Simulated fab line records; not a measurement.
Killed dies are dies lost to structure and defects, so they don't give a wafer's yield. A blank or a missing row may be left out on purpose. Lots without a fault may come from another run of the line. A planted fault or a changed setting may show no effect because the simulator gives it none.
fab line records	flow sky130
record: lots: 14	wafers: 42	last-day: 50
route steps=708 shown VIA3@597 METAL4@599 METAL5@665
lots that met no fault: taken from a fault-free run of the same line
start-h: start of the lot's first displayed wafer, in hours after the record's first day	wait-h: hours since the lot's step before	" unchanged from the row above	L1.1+2: several wafers, shown together as one row	- no value, or no start given	* or withheld: withheld	< > ~ a bound
route shown NAME@n: a module of which the file shows steps, and the number in the route of the first	usual: the fault-free wafers' mean and standard deviation	same: alike in all rows	chamber/n: place in a boat	sites: readings site by site	_std_site: standard deviation across them	_edge_site: outer sites' mean less inner sites'	radius-mm: how far each site lies from the wafer's centre	mask NAME#n: copy n	behind: the tool/chamber that last shaped the wafer	hold: what put the lot on hold/how long, in hours/how the hold closed	device: the transistor (n, p or np) that didn't switch	end of line: tests of these same wafers at the route's end	a step without rows: its recipe alone	killed: at the first sort, the dies lost to defects and structure; wafer yield is something else	map: the dies of a wafer, with x for killed, . for not killed, _ for no die there
set.NAME: the setting as run; set.NAME@STEP: as run at that earlier step	model.NAME: the simulator's own value behind a step, which no gauge read
one table for each step of the route and one row for each wafer, over a sample of lots
services: from which hour (start-h, from the record's first day; less than 0 if before it) a tool's chamber was out of use, for how many hours, and why
== steps ==
step: SKY_VIA3_CMP_24
recipe: stop-on: SiO2	t-overpolish-s: 20	down-force-psi: 3.5	platen-rpm: 60	target-thk-nm: 0	pad-velocity-m-s: 0.94248
usual: edge-zone-pressure-frac: 1.000/0.0048	motor-current-A: 11.1/1.1	overpolish-run-s: 20.000/0.0088	retaining-ring-pressure-frac: 1.001/0.0054	time-to-endpoint-s: 95/4.3
lot.wafer	tool	chamber	start-h	wait-h	edge-zone-pressure-frac	motor-current-A	overpolish-run-s	retaining-ring-pressure-frac	time-to-endpoint-s
L136.2	cmp-02	0	937.55	0.0	1.000	9.8	19.995	1.006	86
L136.4	"	1	"	"	0.995	11.4	19.975	1.006	95
L136.5	"	0	"	"	1.009	9.9	19.994	1.007	91
L137.2	cmp-02	1	939.59	0.0	0.999	11.7	20.007	1.010	100
L137.5	"	1	"	"	1.009	12.1	20.003	1.014	101
L137.6	"	2	"	"	0.996	12.1	19.997	1.008	98
L138.4	cmp-01	3	950.78	0.0	0.994	12.8	19.999	1.000	91
L138.1	"	0	"	"	1.000	9.7	19.996	0.992	97
L138.5	"	0	"	"	0.999	9.5	20.003	1.001	97
L140.2	cmp-02	3	960.97	0.0	1.002	11.4	20.004	0.993	96
L140.1	"	1	"	"	0.996	11.2	20.014	0.991	102
L140.6	"	0	"	"	1.009	9.9	20.007	0.998	92
L141.4	cmp-01	1	982.66	0.0	0.993	11.4	19.999	1.001	89
L141.3	"	0	"	"	0.999	9.7	20.018	0.999	93
L141.5	"	2	"	"	1.007	12.0	19.995	1.001	97
L142.2	cmp-01	0	986.46	0.2	1.001	10.3	19.980	0.997	96
L142.1	"	3	"	"	1.008	12.1	19.994	0.995	91
L142.5	"	0	"	"	1.008	10.1	20.014	1.000	98
L144.1	cmp-01	0	997.65	0.1	0.996	9.6	19.999	1.004	101
L144.3	"	3	"	"	1.011	13.4	19.995	1.003	90
L144.5	"	1	"	"	0.999	11.2	19.987	1.001	102
L145.1	cmp-02	2	1004.41	0.1	0.997	11.8	20.009	0.998	94
L145.4	"	3	"	"	0.998	10.6	20.004	0.992	93
L145.3	"	1	"	"	1.002	11.6	20.005	0.991	103
L147.3	cmp-02	0	1010.53	0.0	0.997	9.9	20.006	0.997	90
L147.2	"	3	"	"	1.006	10.8	20.004	1.007	97
L147.6	"	0	"	"	1.001	9.5	19.995	0.998	93
L152.4	cmp-02	0	1038.33	0.0	0.999	9.5	19.992	1.007	88
L152.5	"	0	"	"	0.995	9.7	19.993	1.008	89
L152.6	"	1	"	"	0.996	11.5	19.993	1.010	96
L154.1	cmp-01	2	1058.55	0.2	0.999	12.2	20.003	1.000	96
L154.6	"	3	"	"	0.998	12.0	19.998	1.001	89
L154.5	"	0	"	"	1.000	9.9	20.005	0.995	95
L156.2	cmp-01	1	1067.86	1.1	0.998	11.0	19.989	1.007	96
L156.6	"	0	"	"	1.000	9.8	20.010	0.997	96
L156.5	"	1	"	"	1.002	10.7	19.997	1.004	96
L155.4	cmp-02	2	1068.87	0.1	1.004	12.2	20.007	0.991	94
L155.1	"	3	"	"	0.999	10.8	19.999	1.004	91
L155.5	"	2	"	"	0.999	12.0	19.988	0.996	95
L159.3	cmp-01	3	1087.11	0.0	1.002	12.8	19.996	0.993	91
L159.1	"	0	"	"	1.007	8.6	20.009	0.998	97
L159.4	"	2	"	"	1.005	12.2	19.998	1.001	104
step: SKY_METAL4_SPUTTER_01
recipe: material: TiN	target-thk-nm: 20	power-w: 6500	time-s: 16.7	chamber-pressure-pa: 0.4
usual: cathode-dc-power-W: 6500.0/1.1	chamber-pressure-pa: 0.4000/0.00078	throttle-valve-pct: 29.6/0.92
lot.wafer	tool	chamber	start-h	wait-h	cathode-dc-power-W	chamber-pressure-pa	throttle-valve-pct
L136.2	pvd-sputter-03	-	937.87	0.0	6499.6	0.4007	28.4
L136.4	"	-	"	"	6499.5	0.3998	30.7
L136.5	"	-	"	"	6500.0	0.3990	28.7
L137.2	pvd-sputter-03	-	939.91	0.0	6501.2	0.3997	28.7
L137.5	"	-	"	"	6499.6	0.4009	30.9
L137.6	"	-	"	"	6499.5	0.4002	28.8
L138.1	pvd-sputter-02	-	951.10	0.0	6500.2	0.4006	30.0
L138.4	"	-	"	"	6499.2	0.3994	29.0
L138.5	"	-	"	"	6502.9	0.4006	30.1
L140.1	pvd-sputter-03	-	961.29	0.0	6499.7	0.3992	28.9
L140.2	"	-	"	"	6499.3	0.4001	28.8
L140.6	"	-	"	"	6500.6	0.3995	29.5
L141.3	pvd-sputter-04	-	982.98	0.0	6500.1	0.3999	29.8
L141.4	"	-	"	"	6501.5	0.3999	30.0
L141.5	"	-	"	"	6499.4	0.3984	29.5
L142.1	pvd-sputter-04	-	986.78	0.0	6500.0	0.4004	29.7
L142.2	"	-	"	"	6500.6	0.3991	29.7
L142.5	"	-	"	"	6499.3	0.4003	30.0
L144.1	pvd-sputter-04	-	997.97	0.0	6500.7	0.3988	31.9
L144.3	"	-	"	"	6499.2	0.3992	29.6
L144.5	"	-	"	"	6500.3	0.4002	29.6
L145.1	pvd-sputter-02	-	1004.73	0.0	6500.8	0.4007	28.6
L145.3	"	-	"	"	6499.9	0.4009	29.8
L145.4	"	-	"	"	6500.8	0.3992	29.8
L147.2	pvd-sputter-03	-	1010.85	0.0	6500.9	0.4002	28.7
L147.3	"	-	"	"	6499.0	0.3999	28.2
L147.6	"	-	"	"	6501.5	0.3988	28.6
L152.4	pvd-sputter-04	-	1038.65	0.0	6500.2	0.3997	30.2
L152.5	"	-	"	"	6500.7	0.4011	29.8
L152.6	"	-	"	"	6501.2	0.4013	29.8
L154.1	pvd-sputter-02	-	1058.72	0.0	6501.2	0.4001	28.7
L154.5	"	-	"	"	6502.0	0.4002	30.3
L154.6	"	-	"	"	6499.7	0.3997	29.8
L156.2	pvd-sputter-03	-	1068.13	0.0	6496.5	0.4002	29.0
L156.5	"	-	"	"	6500.4	0.3996	29.0
L156.6	"	-	"	"	6499.0	0.3997	28.4
L155.1	pvd-sputter-03	-	1069.15	0.0	6502.4	0.4009	29.0
L155.4	"	-	"	"	6499.8	0.4009	28.7
L155.5	"	-	"	"	6500.1	0.4007	30.7
L159.1	pvd-sputter-02	-	1087.44	0.0	6499.6	0.4011	29.9
L159.3	"	-	"	"	6500.1	0.4002	29.0
L159.4	"	-	"	"	6500.9	0.3987	29.9
step: SKY_METAL4_SPUTTER_02
recipe: material: AlCu	target-thk-nm: 735	power-w: 10600	time-s: 39.1	chamber-pressure-pa: 0.4
usual: cathode-dc-power-W: 10600/2	chamber-pressure-pa: 0.4000/0.00072	throttle-valve-pct: 29.6/0.91
lot.wafer	tool	chamber	start-h	wait-h	cathode-dc-power-W	chamber-pressure-pa	throttle-valve-pct
L136.2	pvd-sputter-03	-	937.90	0.0	10604	0.4013	28.3
L136.4	"	-	"	"	10600	0.3995	30.8
L136.5	"	-	"	"	10597	0.4013	29.0
L137.2	pvd-sputter-03	-	939.94	0.0	10599	0.4004	28.8
L137.5	"	-	"	"	10600	0.4011	30.7
L137.6	"	-	"	"	10597	0.3990	29.2
L138.1	pvd-sputter-02	-	951.12	0.0	10598	0.4007	30.3
L138.4	"	-	"	"	10600	0.3997	28.5
L138.5	"	-	"	"	10602	0.3999	30.0
L140.1	pvd-sputter-03	-	961.31	0.0	10599	0.4010	29.3
L140.2	"	-	"	"	10598	0.3999	28.9
L140.6	"	-	"	"	10603	0.4010	29.0
L141.3	pvd-sputter-04	-	983.01	0.0	10600	0.4004	30.0
L141.4	"	-	"	"	10598	0.4008	30.0
L141.5	"	-	"	"	10602	0.3999	29.4
L142.1	pvd-sputter-04	-	986.81	0.0	10600	0.4021	29.8
L142.2	"	-	"	"	10602	0.3999	29.7
L142.5	"	-	"	"	10601	0.3992	29.5
L144.1	pvd-sputter-04	-	998.00	0.0	10598	0.4001	31.9
L144.3	"	-	"	"	10598	0.4008	29.5
L144.5	"	-	"	"	10599	0.3986	29.7
L145.1	pvd-sputter-02	-	1004.76	0.0	10601	0.3998	28.6
L145.3	"	-	"	"	10601	0.4005	29.8
L145.4	"	-	"	"	10598	0.3994	29.9
L147.2	pvd-sputter-03	-	1010.88	0.0	10601	0.3997	28.9
L147.3	"	-	"	"	10596	0.3994	28.1
L147.6	"	-	"	"	10600	0.3999	28.8
L152.4	pvd-sputter-04	-	1038.67	0.0	10604	0.4004	29.7
L152.5	"	-	"	"	10600	0.3999	29.7
L152.6	"	-	"	"	10598	0.3999	30.2
L154.1	pvd-sputter-02	-	1058.75	0.0	10600	0.3998	28.7
L154.5	"	-	"	"	10602	0.4013	29.9
L154.6	"	-	"	"	10601	0.3997	29.9
L156.2	pvd-sputter-03	-	1068.16	0.0	10601	0.3998	29.0
L156.5	"	-	"	"	10598	0.3999	29.2
L156.6	"	-	"	"	10603	0.4022	28.5
L155.1	pvd-sputter-03	-	1069.17	0.0	10599	0.4001	28.9
L155.4	"	-	"	"	10603	0.4011	28.7
L155.5	"	-	"	"	10598	0.4007	30.6
L159.1	pvd-sputter-02	-	1087.46	0.0	10598	0.3990	29.8
L159.3	"	-	"	"	10599	0.3997	28.7
L159.4	"	-	"	"	10599	0.3991	30.1
step: SKY_METAL5_SPUTTER_04
recipe: material: TiN	target-thk-nm: 70	power-w: 6500	time-s: 58.3	chamber-pressure-pa: 0.4
usual: cathode-dc-power-W: 6500.1/1.3	chamber-pressure-pa: 0.3999/0.00077	throttle-valve-pct: 29.6/0.92
lot.wafer	tool	chamber	start-h	wait-h	cathode-dc-power-W	chamber-pressure-pa	throttle-valve-pct
L136.2	pvd-sputter-01	-	1014.80	0.0	6501.8	0.4000	29.3
L136.4	"	-	"	"	6501.5	0.4002	30.8
L136.5	"	-	"	"	6500.7	0.4000	31.2
L137.2	pvd-sputter-03	-	1016.19	0.0	6501.0	0.3988	31.0
L137.5	"	-	"	"	6498.7	0.3999	31.0
L137.6	"	-	"	"	6501.9	0.3987	28.9
L138.1	pvd-sputter-03	-	1026.49	0.0	6499.3	0.4014	29.0
L138.4	"	-	"	"	6501.2	0.3994	29.1
L138.5	"	-	"	"	6500.6	0.3991	30.3
L140.1	pvd-sputter-03	-	1035.88	0.0	6500.1	0.4019	28.1
L140.2	"	-	"	"	6498.6	0.3982	29.1
L140.6	"	-	"	"	6501.0	0.4005	28.6
L141.3	pvd-sputter-01	-	1055.36	0.0	6501.4	0.3993	29.4
L141.4	"	-	"	"	6501.4	0.3992	30.9
L141.5	"	-	"	"	6499.0	0.3998	29.3
L142.1	pvd-sputter-01	-	1059.24	0.0	6499.1	0.4011	31.1
L142.2	"	-	"	"	6502.2	0.3996	30.9
L142.5	"	-	"	"	6499.6	0.3991	29.5
L144.1	pvd-sputter-01	-	1068.83	0.0	-	-	-
L144.3	"	-	"	"	-	-	-
L144.5	"	-	"	"	-	-	-
L145.1	pvd-sputter-02	-	1076.97	0.0	-	-	-
L145.3	"	-	"	"	-	-	-
L145.4	"	-	"	"	-	-	-
L147.2	pvd-sputter-02	-	1081.86	0.0	6500.1	0.3997	29.3
L147.3	"	-	"	"	6501.0	0.3997	29.9
L147.6	"	-	"	"	6499.7	0.4003	29.2
L152.4	pvd-sputter-03	-	1106.84	0.0	6500.2	0.4004	28.9
L152.5	"	-	"	"	6500.5	0.4010	28.5
L152.6	"	-	"	"	6498.4	0.3995	29.0
L154.1	pvd-sputter-02	-	1125.37	0.0	6501.4	0.3995	29.2
L154.5	"	-	"	"	6501.5	0.4002	29.7
L154.6	"	-	"	"	6498.5	0.4005	29.6
L156.2	pvd-sputter-03	-	1133.99	0.0	6498.5	0.3993	30.6
L156.5	"	-	"	"	6498.6	0.3999	30.7
L156.6	"	-	"	"	6499.7	0.3999	28.8
L155.1	pvd-sputter-01	-	1135.61	0.0	6500.2	0.3993	28.8
L155.4	"	-	"	"	6500.0	0.4006	29.4
L155.5	"	-	"	"	6500.0	0.3999	30.9
L159.1	pvd-sputter-02	-	1150.72	0.0	6501.2	0.4001	29.9
L159.3	"	-	"	"	6500.8	0.4004	30.0
L159.4	"	-	"	"	6499.6	0.4002	28.9
step: SKY_METAL5_THK_MEAS_06
recipe: thk-meas-gauge: xrf	reads: AlCu_of_METAL5_SPUTTER_02
usual: METAL5_ALCU_THK: 1140/18
lot.wafer	tool	chamber	start-h	wait-h	METAL5_ALCU_THK[nm]
L136.2	film-metro-01	-	1014.98	0.1	1116
L136.4	"	-	"	"	1116
L136.5	"	-	"	"	1146
L137.2	film-metro-01	-	1016.37	0.1	1131
L137.5	"	-	"	"	1126
L137.6	"	-	"	"	1143
L138.1	film-metro-01	-	1026.66	0.1	1126
L138.4	"	-	"	"	1123
L138.5	"	-	"	"	1107
L140.1	film-metro-03	-	1036.05	0.1	1165
L140.2	"	-	"	"	1151
L140.6	"	-	"	"	1159
L141.3	film-metro-01	-	1055.55	0.1	1144
L141.4	"	-	"	"	1159
L141.5	"	-	"	"	1122
L142.1	film-metro-03	-	1059.41	0.1	1172
L142.2	"	-	"	"	1144
L142.5	"	-	"	"	1148
L144.1	film-metro-03	-	1068.99	0.1	1367
L144.3	"	-	"	"	1398
L144.5	"	-	"	"	1362
L145.1	film-metro-04	-	1077.14	0.1	1323
L145.3	"	-	"	"	1328
L145.4	"	-	"	"	1345
L147.2	film-metro-03	-	1082.04	0.1	1122
L147.3	"	-	"	"	1157
L147.6	"	-	"	"	1132
L152.4	film-metro-01	-	1107.04	0.1	1119
L152.5	"	-	"	"	1108
L152.6	"	-	"	"	1130
L154.1	film-metro-04	-	1125.54	0.1	1140
L154.5	"	-	"	"	1162
L154.6	"	-	"	"	1157
L156.2	film-metro-01	-	1134.17	0.1	1144
L156.5	"	-	"	"	1150
L156.6	"	-	"	"	1121
L155.1	film-metro-01	-	1135.78	0.1	1102
L155.4	"	-	"	"	1138
L155.5	"	-	"	"	1136
L159.1	film-metro-01	-	1150.89	0.1	1148
L159.3	"	-	"	"	1129
L159.4	"	-	"	"	1141
step: SKY_METAL5_METAL_ETCH_15
recipe: target-depth-a: 12600	stop-on: SiO2	over-etch-frac: 0.2	time-s: 252	chemistry: Cl2/BCl3	resist-sidewall-deg: 86	pressure-mtorr: 10	icp-w: 900	bias-w: 48.5	Cl2_flow_sccm: 60	bcl3-flow-sccm: 30
usual: drypump-motor-current-A: 5.9/0.32	oes-product-au: 0.894/0.0055	throttle-valve-pct: 22.264/0.0093
lot.wafer	tool	chamber	start-h	wait-h	drypump-motor-current-A	oes-product-au	rf-hours-counter-h	throttle-valve-pct
L136.2	rie-metal-01	1	1037.82	0.0	5.5	0.900	2	22.264
L136.4	"	0	"	"	6.1	0.893	-	22.269
L136.5	"	1	"	"	5.5	0.893	-	22.273
L137.2	rie-metal-03	0	1038.48	0.0	5.9	0.890	21	22.277
L137.5	"	1	"	"	6.4	0.894	-	22.261
L137.6	"	0	"	"	5.9	0.897	-	22.267
L138.1	rie-metal-02	1	1049.09	0.0	5.6	0.897	25	22.258
L138.4	"	0	"	"	6.0	0.903	-	22.264
L138.5	"	1	"	"	5.5	0.894	-	22.281
L140.1	rie-metal-01	0	1058.13	0.0	6.0	0.901	8	22.270
L140.2	"	1	"	"	5.5	0.899	4	22.250
L140.6	"	0	"	"	6.0	0.896	-	22.253
L141.3	rie-metal-01	0	1076.16	0.1	6.0	0.899	-	22.257
L141.4	"	1	"	"	5.5	0.887	-	22.271
L141.5	"	1	"	"	5.5	0.906	-	22.272
L142.1	rie-metal-03	0	1081.82	0.0	5.9	0.891	1	22.260
L142.2	"	1	"	"	6.4	0.898	15	22.260
L142.5	"	1	"	"	6.4	0.884	-	22.276
L144.1	rie-metal-02	0	1090.33	0.0	6.0	0.881	26	22.266
L144.3	"	1	"	"	5.5	0.892	-	22.261
L144.5	"	1	"	"	5.6	0.874	-	22.266
L145.1	rie-metal-01	1	1097.22	0.0	5.5	0.863	6	22.247
L145.3	"	1	"	"	5.4	0.866	-	22.272
L145.4	"	0	"	"	6.0	0.878	-	22.264
L147.2	rie-metal-02	0	1103.19	0.0	6.0	0.893	27	22.265
L147.3	"	1	"	"	5.6	0.899	-	22.252
L147.6	"	1	"	"	5.6	0.884	-	22.268
L152.4	rie-metal-03	1	1126.91	0.1	6.4	0.896	-	22.270
L152.5	"	0	"	"	5.9	0.889	-	22.263
L152.6	"	1	"	"	6.4	0.882	-	22.248
L154.1	rie-metal-02	0	1143.97	0.0	6.0	0.896	31	22.248
L154.5	"	0	"	"	6.0	0.899	-	22.268
L154.6	"	1	"	"	5.6	0.894	-	22.273
L156.2	rie-metal-02	1	1152.48	0.1	5.6	0.892	-	22.259
L156.5	"	1	"	"	5.6	0.889	-	22.256
L156.6	"	1	"	"	5.6	0.887	-	22.261
L155.1	rie-metal-02	1	1154.50	0.1	5.6	0.897	7	22.253
L155.4	"	1	"	"	5.6	0.899	-	22.262
L155.5	"	1	"	"	5.6	0.906	-	22.261
L159.1	rie-metal-02	1	1167.50	0.1	5.6	0.890	10	22.272
L159.3	"	1	"	"	5.6	0.895	-	22.252
L159.4	"	1	"	"	5.5	0.898	-	22.263
== services ==
tool	chamber	start-h	hours	kind
cmp-01	-	916.53	4.3	repair
cmp-02	-	934.79	0.2	repair
cmp-02	-	950.44	1.7	repair
cmp-01	-	956.73	0.9	repair
cmp-01	-	975.58	2.5	repair
cmp-02	-	982.65	5.8	pm
pvd-sputter-02	-	995.14	1.4	repair
pvd-sputter-03	-	997.14	12.2	repair
pvd-sputter-04	-	1004.48	15.0	repair
cmp-01	-	1012.97	3.0	repair
cmp-01	-	1033.90	1.7	repair
cmp-01	-	1059.91	7.9	pm
rie-metal-02	-	1068.22	0.7	repair
cmp-01	-	1071.14	1.6	repair
cmp-01	-	1076.29	5.3	repair
cmp-01	-	1091.02	0.8	repair
cmp-01	-	1097.19	2.4	repair
cmp-01	-	1099.61	4.0	pm
rie-metal-02	-	1123.47	0.9	repair
cmp-02	-	1147.44	5.3	pm
cmp-01	-	1154.22	7.2	pm
cmp-02	-	1161.08	4.0	pm
cmp-02	-	1161.45	1.6	repair
cmp-01	-	1165.27	12.6	pm
== key ==
first-sign: step: SKY_METAL5_SPUTTER_04	reading: tool-record	direction: missing
effect: step: SKY_METAL5_THK_MEAS_06	reading: METAL5_ALCU_THK	direction: up	sigmas: 12	usual: 1140	struck: 1354
effect: step: SKY_METAL5_METAL_ETCH_15	reading: oes-product-au	direction: down	sigmas: 3.4	usual: 0.894	struck: 0.876	wafers-moved: 5
met-at SKY_METAL5_SPUTTER_04
struck-lots L144,L145
later-rows-left-out L144.1,L144.3,L144.5,L145.1,L145.3,L145.4
sort-left-out L144.1,L144.3,L144.5,L145.1,L145.3,L145.4
not-acting-at SKY_VIA3_CMP_24,SKY_METAL4_SPUTTER_01,SKY_METAL4_SPUTTER_02
onset-between 1059.24 1068.83
fault: kind: skipped-step-whole	tool: pvd-sputter-01,pvd-sputter-02	chamber: -	onset-h: 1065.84	steps: SKY_METAL5_SPUTTER_04	scope: struck-lots-only
sort-left-out: the simulated sort isn't trusted on such a fault, so these wafers' sort isn't shown, and their yield isn't known
later-rows-left-out: the simulator's readings of these wafers behind a module that went badly wrong aren't trusted and aren't shown, but for the sort
